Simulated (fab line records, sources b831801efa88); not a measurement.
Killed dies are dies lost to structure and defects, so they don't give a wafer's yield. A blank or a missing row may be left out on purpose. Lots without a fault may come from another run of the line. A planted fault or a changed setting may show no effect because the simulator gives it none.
A struck lot beside a sound one | flow gf180mcu | 12 steps out of a route of 602
Sound: wafers L845.1, L845.4, L845.5. Struck: wafers L853.1, L853.2, L853.3. The cause comes at the end.
At each step with rows: each side's tool, then ch and its chambers, then its first start. Under that, the readings that differ: sound wafers | struck wafers | difference of the means | sigmas: that difference in standard deviations of wafers without a fault.
alike: readings whose means differ by less than 2 such deviations, and words and numbers that are the same on both sides. not compared: withheld readings, readings that some wafer has no value for, bounds like >300 that may hide the same value, and numbers for which the record gives no deviation and whose values overlap.
The two part at a step that has a row with sigmas, a row that says differs or no value, or rows on one side only. Numbers that don't overlap but have no deviation are shown without sigmas and don't part them. A reading that every wafer of one side lacks parts them only if that side has two wafers or more.

GF_STI_BOW_MEAS_00:
  sound on film_metro-01, day 1 15:00; struck on film_metro-02, day 3 07:00
  reading           | sound  | struck     | difference | sigmas
  INCOMING_BOW (um) | 0 12 9 | -2 -12 -10 | -15        | -2
then, 1 step without rows for these wafers: GF_STI_OXIDATION_01 (stabilise 600 s, purge 300 s, target thk 10 nm).
GF_STI_THK_MEAS_02:
  sound on film_metro-01, day 1 16:31; struck on film_metro-01, day 3 08:31
  alike: STI_OXIDATION_THK
then, 1 step without rows for these wafers: GF_STI_CVD_03 (deposits Si3N4 from DCS/NH3, target thk 207.16 nm, time 3551 s).
GF_STI_THK_MEAS_04:
  sound on film_metro-01, day 1 19:33; struck on film_metro-02, day 3 10:34
  alike: STI_CVD_03_THK
then, 4 steps without rows for these wafers: GF_STI_DEHYDRATE_05 (time 60 s); GF_STI_HMDS_06 (prime time 60 s); GF_STI_COAT_07 (resist thk 700 nm); GF_STI_SOFTBAKE_08 (time 60 s).
GF_STI_EXPOSE_09: exposes mask COMP, target cd 220 nm.
  sound on krf_scanner-02 ch 0, day 2 01:31; struck on krf_scanner-02 ch 0, day 3 16:46
  reading                     | sound                   | struck            | difference | sigmas
  model.STI.overlay_x_nm (nm) | -0.3181 -0.3181 -0.3181 | 78.34 78.34 78.34 | +78.66     |
  alike: mask
then, 1 step without rows for these wafers: GF_STI_PEB_10 (peb time 90 s).
-- the record jumps here: 28 days lie between the struck wafers' starts before and after (it left off in module STI and takes up again in module PASSIVATION, whose first step shown is number 602 of the route) --
GF_PASSIVATION_PROBE_99:
  the record has rows for the struck wafers here (prober-02, day 31 18:26) and none for the sound ones

WHERE THEY PART
First at GF_STI_BOW_MEAS_00; last, within this record, at GF_PASSIVATION_PROBE_99.

WHY: what the simulator had put in
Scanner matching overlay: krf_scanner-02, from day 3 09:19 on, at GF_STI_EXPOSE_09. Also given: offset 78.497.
